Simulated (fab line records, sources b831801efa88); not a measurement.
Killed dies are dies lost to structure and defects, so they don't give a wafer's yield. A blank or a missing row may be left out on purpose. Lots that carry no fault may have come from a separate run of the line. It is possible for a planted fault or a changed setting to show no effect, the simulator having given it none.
fab line records | flow sky130
[record] lots = 11 wafers = 30 lastDay = 50
route steps=708 shown LDD_LDN@301 POLY_CUT@317 SD_N@344 LI_CONTACT@382
lots that met no fault: taken from a fault-free run of the same line
startH: the number of hours between the record's first day and the start of the first shown wafer of the lot | waitH: hours elapsed since this lot's preceding step | " as in the row above | L1.1+2: a row that stands for several wafers | - either no value or no given start | * or withheld: withheld | < > ~ a bound
route shown NAME@n: names a module that has steps shown in the file, with the first one's number in the route | usual: mean/standard deviation of fault-free wafers | same: alike in all rows | chamber/n: place in a boat | sites: per-site readings | _std_site: the values' standard deviation | _edge_site: outer sites' mean less inner sites' | radiusMm: for every site, how far away it sits from the centre of the wafer | mask NAME#n: copy n | behind: the most recent tool/chamber to have shaped the wafer | hold: reason for holding the lot/hours on hold/outcome of the hold | device: whichever transistor did not switch (one of n, p or np) | end of line: the same wafers' tests at the end of the route | a step given without rows: its recipe and nothing more | killed: count of dies lost to structure and defects at first sort (not the wafer's yield) | map: per-die view of a wafer (x killed, . not killed, _ where there is no die)
set.NAME: the run value of the setting; set.NAME@STEP: its run value at that earlier step | model.NAME: the simulator's own value behind a step, which no gauge read
the route's steps for a sample of lots (tables are steps, rows are wafers)
services: the hour from which a tool's chamber was out of use, counted from the record's first day as startH (under 0 if before that day), plus the number of hours and why
[[steps]]
[step SKY_LDD_LDN_STRIP_12]
[recipe] chemistry = O2/N2 powerW = 1400 pressureMtorr = 1500 platenTempC = withheld o2FlowSccm = 3000 n2FlowSccm = 300 overashFraction = 0.5
[usual] drypumpMotorCurrentA = 5.8/0.63 oesProductAu = 0.716/0.0043 stripTimeToEndpointS = 14.19/0.045
// columns lot.wafer tool chamber startH waitH drypumpMotorCurrentA oesProductAu rfHoursCounterH stripTimeToEndpointS
L714.1 plasmaAsher-01 0 518.06 0.1 5.3 0.711 82 14.20
L714.2 " 1 " " 6.6 0.709 82 14.17
L714.3 " 0 " " 5.3 0.714 - 14.14
L717.1 plasmaAsher-03 0 549.06 0.1 5.2 0.721 40 14.20
L717.3 " 1 " " 6.5 0.715 - 14.22
L717.6 " 0 " " 5.2 0.710 - 14.17
L718.2 plasmaAsher-01 0 555.56 0.1 5.3 0.711 85 14.18
L718.4 " 1 " " 6.5 0.709 - 14.20
L718.6 " 1 " " 6.6 0.711 - 14.14
L719.2 plasmaAsher-03 1 560.49 0.1 6.5 0.723 42 14.13
L719.3 " 0 " " 5.2 0.708 - 14.13
L719.4 " 1 " " 6.5 0.719 - 14.13
L720.1 plasmaAsher-04 1 581.16 0.1 5.2 0.708 79 14.17
L720.2 " 0 " " 6.1 0.712 79 14.19
L720.4 " 1 " " 5.2 0.720 - 14.19
L729.1 plasmaAsher-04 1 651.34 0.1 5.2 0.715 86 14.22
L729.3 " 1 " " 5.2 0.712 - 14.24
L730.5 plasmaAsher-01 1 660.93 0.1 6.6 0.710 - 14.20
L731.3 plasmaAsher-03 0 664.47 0.1 5.2 0.712 - 14.20
L731.5 " 0 " " 5.2 0.720 - 14.21
L731.6 " 1 " " 6.6 0.715 - 14.19
L735.2 plasmaAsher-03 0 698.04 0.1 5.2 0.720 55 14.23
L735.5 " 0 " " 5.2 0.716 - 14.24
L735.6 " 1 " " 6.5 0.717 - 14.23
L734.3 plasmaAsher-01 1 702.00 0.1 6.6 0.716 - 14.20
L734.5 " 1 " " 6.6 0.715 - 14.19
L734.6 " 0 " " 5.3 0.717 - 14.16
L737.2 plasmaAsher-03 0 714.09 0.1 5.2 0.716 57 14.12
L737.3 " 0 " " 5.2 0.714 - 14.19
L737.5 " 1 " " 6.6 0.723 - 14.11
[step SKY_POLY_CUT_ETCH_10]
[recipe] chemistry = N2/H2 target = BARC ionEnergyEv = 200 sourceW = 500 biasW = 100 pressureMtorr = 30 n2FlowSccm = 100 h2FlowSccm = 200 stopOn = SiO2 timeS = 45.9 targetDepthA = 600
[usual] drypumpMotorCurrentA = 5.9/0.43 oesProductAu = 0.856/0.0042 rfFwdPowerW = 494.5/2 throttleValvePct = 13.224/0.0091
// columns lot.wafer tool chamber startH waitH drypumpMotorCurrentA oesProductAu rfFwdPowerW rfHoursCounterH throttleValvePct
L714.1 rieDiel-01 3 549.28 0.0 6.1 0.853 491.0 2 13.212
L714.2 " 2 " " 5.8 0.857 495.9 1 13.228
L714.3 " 0 " " 6.0 0.852 494.6 3 13.210
L717.1 rieDiel-04 1 604.38 0.0 6.2 0.860 492.2 2 13.227
L717.3 " 0 " " 6.4 0.853 497.1 34 13.215
L717.6 " 0 " " 6.5 0.859 494.6 - 13.220
L718.2 rieDiel-03 3 604.46 0.0 5.9 0.855 495.2 9 13.225
L718.4 " 0 " " 5.8 0.862 496.9 19 13.245
L718.6 " 1 " " 5.6 0.854 497.6 - 13.216
L719.2 rieDiel-04 3 604.81 0.0 6.6 0.858 493.6 1 13.228
L719.3 " 0 " " 6.5 0.853 498.8 34 13.229
L719.4 " 2 " " 5.7 0.859 494.4 8 13.206
L720.1 rieDiel-03 0 613.39 0.0 5.8 0.858 495.4 19 13.227
L720.2 " 1 " " 5.6 0.854 495.9 16 13.225
L720.4 " 3 " " 5.9 0.864 494.1 9 13.229
L729.1 rieDiel-03 2 681.04 0.0 5.3 0.848 498.5 14 13.240
L729.3 " 3 " " 5.9 0.861 496.0 11 13.212
L730.5 rieDiel-01 0 691.90 0.0 5.9 0.860 491.9 - 13.232
L731.3 rieDiel-04 2 693.33 0.0 5.7 0.861 493.1 9 13.230
L731.5 " 0 " " 6.4 0.859 496.5 - 13.240
L731.6 " 3 " " 6.6 0.863 494.7 - 13.225
L735.2 rieDiel-01 1 727.96 0.0 5.0 0.853 494.5 21 13.237
L735.5 " 0 " " 6.0 0.851 493.8 - 13.245
L735.6 " 3 " " 6.1 0.855 491.9 - 13.214
L734.3 rieDiel-01 0 731.28 0.0 6.0 0.856 493.5 8 13.222
L734.5 " 1 " " 5.0 0.853 494.3 - 13.232
L734.6 " 3 " " 6.1 0.848 490.3 - 13.225
L737.2 rieDiel-03 0 743.23 0.0 5.8 0.850 495.8 23 13.235
L737.3 " 3 " " 5.9 0.852 493.7 13 13.242
L737.5 " 2 " " 5.3 0.850 497.9 - 13.226
[step SKY_SD_N_COAT_02]
[recipe] resist = NOVOLAK spinRpm = 3000 resistThkNm = 1140
[usual] dispensePressureKPa = 47.6/1.8 spinSpeedRpm = 2999.8/2.1
// columns lot.wafer tool chamber startH waitH dispensePressureKPa spinSpeedRpm
L714.1 lithoTrack-03 0 621.93 0.1 50.4 3000.0
L714.2 " 0 " " 50.4 2999.2
L714.3 " 0 " " 50.4 3000.3
L717.1 lithoTrack-04 0 676.26 0.1 46.4 2999.9
L717.3 " 0 " " 46.4 3003.9
L717.6 " 0 " " 46.4 3004.8
L718.2 lithoTrack-01 0 676.68 0.1 46.4 2998.3
L718.4 " 0 " " 46.4 2996.5
L718.6 " 0 " " 46.4 3001.7
L719.2 lithoTrack-04 0 677.68 0.1 46.5 3002.9
L719.3 " 0 " " 46.4 3001.8
L719.4 " 0 " " 46.5 3005.0
L720.1 lithoTrack-01 0 683.41 0.1 46.3 2999.1
L720.2 " 0 " " 46.4 3000.4
L720.4 " 0 " " 46.3 3000.6
L729.1 lithoTrack-01 0 749.50 0.1 46.4 3002.6
L729.3 " 0 " " 46.4 3001.4
L730.5 lithoTrack-01 0 759.61 0.1 46.4 2997.7
L731.3 lithoTrack-01 0 760.46 0.1 46.4 3000.1
L731.5 " 0 " " 46.4 3002.3
L731.6 " 0 " " 46.4 3000.8
L735.2 lithoTrack-03 0 795.50 0.1 50.4 2997.6
L735.5 " 0 " " 50.4 2997.3
L735.6 " 0 " " 50.4 3000.9
L734.3 lithoTrack-04 0 798.56 0.1 46.4 2998.0
L734.5 " 0 " " 46.4 3000.5
L734.6 " 0 " " 46.4 3000.5
L737.2 lithoTrack-03 0 809.85 0.1 50.4 3002.0
L737.3 " 0 " " 50.4 3000.4
L737.5 " 0 " " 50.5 3001.8
[step SKY_SD_N_CD_MEAS_07]
[recipe] targetCdNm = 380
[usual] cdNm = 380.3/2.6
// columns lot.wafer tool chamber startH waitH hold cdNm
L714.1 cdSem-02 - 636.03 0.1 - 380.8
L714.2 " - " " - 381.3
L714.3 " - " " - 381.7
L717.1 cdSem-02 - 690.81 0.1 - 379.8
L717.3 " - " " - 382.3
L717.6 " - " " - 380.5
L718.2 cdSem-02 - 691.13 0.1 - 378.0
L718.4 " - " " - 379.4
L718.6 " - " " - 380.1
L719.2 cdSem-01 - 691.83 0.1 - 380.3
L719.3 " - " " - 382.9
L719.4 " - " " - 384.7
L720.1 cdSem-02 - 697.56 0.1 - 379.8
L720.2 " - " " - 380.0
L720.4 " - " " - 381.0
L729.1 cdSem-01 - 762.91 0.1 awaitDispo/0.2h/release 380.8
L729.3 " - " " awaitDispo/0.2h/release 453.1
L729.1 cdSem-01 - 763.30 0.4 - 380.9
L729.3 " - " " - 452.8
L730.5 cdSem-02 - 773.59 0.1 awaitDispo/0.2h/release 454.7
L730.5 cdSem-02 - 773.87 0.3 - 454.8
L731.3 cdSem-01 - 774.52 0.1 awaitDispo/0.2h/release 456.4
L731.5 " - " " awaitDispo/0.2h/release 456.0
L731.6 " - " " awaitDispo/0.2h/release 381.4
L731.3 cdSem-01 - 774.80 0.3 - 456.0
L731.5 " - " " - 456.2
L731.6 " - " " - 381.4
L735.2 cdSem-01 - 809.03 0.1 - 380.0
L735.5 " - " " - 377.4
L735.6 " - " " - 381.4
L734.3 cdSem-01 - 811.67 0.1 - 378.8
L734.5 " - " " - 378.3
L734.6 " - " " - 379.9
L737.2 cdSem-01 - 822.43 0.1 - 376.3
L737.3 " - " " - 376.0
L737.5 " - " " - 377.5
[step SKY_SD_N_STRIP_11]
[recipe] chemistry = O2/N2 powerW = 1400 pressureMtorr = 1500 platenTempC = withheld o2FlowSccm = 3000 n2FlowSccm = 300 overashFraction = 0.5
[usual] drypumpMotorCurrentA = 5.8/0.61 oesProductAu = 0.528/0.0048 stripTimeToEndpointS = 22.55/0.039
// columns lot.wafer tool chamber startH waitH drypumpMotorCurrentA oesProductAu rfHoursCounterH stripTimeToEndpointS
L714.1 plasmaAsher-01 0 636.48 0.1 5.3 0.529 93 22.53
L714.2 " 1 " " 6.5 0.532 93 22.51
L714.3 " 1 " " 6.5 0.523 - 22.51
L717.1 plasmaAsher-03 1 691.26 0.1 6.6 0.525 55 22.56
L717.3 " 1 " " 6.6 0.528 - 22.57
L717.6 " 0 " " 5.2 0.530 - 22.60
L718.2 plasmaAsher-04 0 691.56 0.1 6.1 0.530 90 22.49
L718.4 " 1 " " 5.2 0.537 - 22.59
L718.6 " 0 " " 6.1 0.528 - 22.53
L719.2 plasmaAsher-03 1 692.26 0.1 6.5 0.533 55 22.55
L719.3 " 1 " " 6.6 0.522 - 22.54
L719.4 " 0 " " 5.2 0.517 - 22.54
L720.1 plasmaAsher-04 0 698.01 0.1 6.1 0.527 90 22.67
L720.2 " 1 " " 5.2 0.531 90 22.60
L720.4 " 0 " " 6.1 0.522 - 22.61
L729.1 plasmaAsher-04 1 767.08 0.1 5.1 0.527 96 22.52
L729.3 " 1 " " 5.2 0.435 - 16.03
L731.3 plasmaAsher-01 1 777.70 0.1 6.5 0.451 - 16.01
L731.5 " 0 " " 5.3 0.447 - 16.04
L731.6 " 1 " " 6.5 0.527 - 22.53
L730.5 plasmaAsher-01 0 778.04 0.1 5.3 0.447 - 16.07
L735.2 plasmaAsher-04 1 809.46 0.1 5.2 0.522 100 22.49
L735.5 " 0 " " 6.1 0.534 - 22.55
L735.6 " 1 " " 5.2 0.532 - 22.49
L734.3 plasmaAsher-04 1 812.12 0.1 5.2 0.529 - 22.58
L734.5 " 0 " " 6.1 0.524 - 22.56
L734.6 " 1 " " 5.2 0.527 - 22.54
L737.2 plasmaAsher-03 1 822.86 0.1 6.5 0.529 68 22.55
L737.3 " 0 " " 5.2 0.527 - 22.53
L737.5 " 1 " " 6.6 0.518 - 22.52
[step SKY_LI_CONTACT_SPUTTER_20]
[recipe] material = TiN targetThkNm = 20 chamberPressurePa = 5 powerW = 4000 timeS = 80
[usual] throttleValvePct = 29.9/0.83
// columns lot.wafer tool chamber startH waitH throttleValvePct
L714.1 pvdSputter-02 - 666.41 0.0 29.6
L714.2 " - " " 29.3
L714.3 " - " " 31.4
L717.1 pvdSputter-03 - 721.71 0.0 28.6
L717.3 " - " " 29.5
L717.6 " - " " 30.9
L718.2 pvdSputter-02 - 721.86 0.0 29.4
L718.4 " - " " 31.3
L718.6 " - " " 31.6
L719.2 pvdSputter-03 - 722.86 0.0 29.5
L719.3 " - " " 29.4
L719.4 " - " " 30.8
L720.1 pvdSputter-03 - 728.39 0.0 30.8
L720.2 " - " " 29.4
L720.4 " - " " 29.5
L729.1 pvdSputter-02 - 791.51 0.0 29.3
L729.3 " - " " 31.5
L730.5 pvdSputter-03 - 802.99 0.0 30.6
L731.3 pvdSputter-01 - 803.59 0.0 29.8
L731.5 " - " " 30.1
L731.6 " - " " 30.1
L735.2 pvdSputter-01 - 837.05 0.0 30.7
L735.5 " - " " 30.0
L735.6 " - " " 31.1
L734.3 pvdSputter-02 - 840.39 0.0 29.5
L734.5 " - " " 29.0
L734.6 " - " " 29.3
L737.2 pvdSputter-02 - 850.89 0.0 31.3
L737.3 " - " " 29.1
L737.5 " - " " 31.5
[[services]]
// columns tool chamber startH hours kind
plasmaAsher-04 - 512.30 10.2 repair
rieDiel-01 - 522.08 0.5 repair
rieDiel-01 0 539.95 9.0 repair
rieDiel-03 - 541.53 0.6 repair
rieDiel-03 0 567.84 14.6 repair
rieDiel-01 3 576.54 7.7 repair
plasmaAsher-04 - 583.52 2.7 repair
plasmaAsher-04 - 584.69 3.2 repair
plasmaAsher-01 - 630.91 2.2 repair
pvdSputter-02 - 648.21 1.8 repair
rieDiel-01 2 659.95 17.0 repair
rieDiel-01 3 666.97 3.3 repair
plasmaAsher-01 - 697.30 2.8 pm
rieDiel-01 - 697.89 0.7 repair
plasmaAsher-04 - 714.39 14.6 pm
pvdSputter-02 - 728.96 2.8 repair
rieDiel-01 2 730.63 6.1 repair
plasmaAsher-01 - 733.75 9.0 pm
plasmaAsher-01 - 772.12 1.7 repair
plasmaAsher-01 - 784.90 2.1 repair
plasmaAsher-04 - 793.98 1.0 repair
pvdSputter-02 - 802.27 2.4 repair
plasmaAsher-01 - 837.05 2.1 repair
plasmaAsher-04 - 846.12 0.6 repair
[[key]]
[firstSign] step = SKY_SD_N_CD_MEAS_07 reading = visit direction = added
[effect] step = SKY_SD_N_CD_MEAS_07 reading = cdNm direction = up sigmas = 29 usual = 380.3 struck = 455.0
[effect] step = SKY_SD_N_STRIP_11 reading = stripTimeToEndpointS direction = down sigmas = 99+ usual = * struck = *
metAt SKY_SD_N_COAT_02
struckLots L729,L730,L731
struckWafers L729.3,L730.5,L731.3,L731.5
testerLeftOut L729,L730,L731
notActingAt SKY_LDD_LDN_STRIP_12,SKY_POLY_CUT_ETCH_10,SKY_LI_CONTACT_SPUTTER_20
onsetBetween 683.41 749.50
[fault] kind = processParameterDrift tool = lithoTrack-01 chamber = - onsetH = 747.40 steps = SKY_SD_N_COAT_02 channel = resistThkNm offset = -572.89 shape = step endH = 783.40 scope = struckWafersOnly actsIn = theseRecipesOnly stated = 1140
// testerLeftOut: of these lots the tester's yield and bins aren't shown, on N5 and GAA mostly nor the transistor test; their killed dies are dies lost to structure and defects alone, not to doping, threshold or leakage, so they don't give the yield
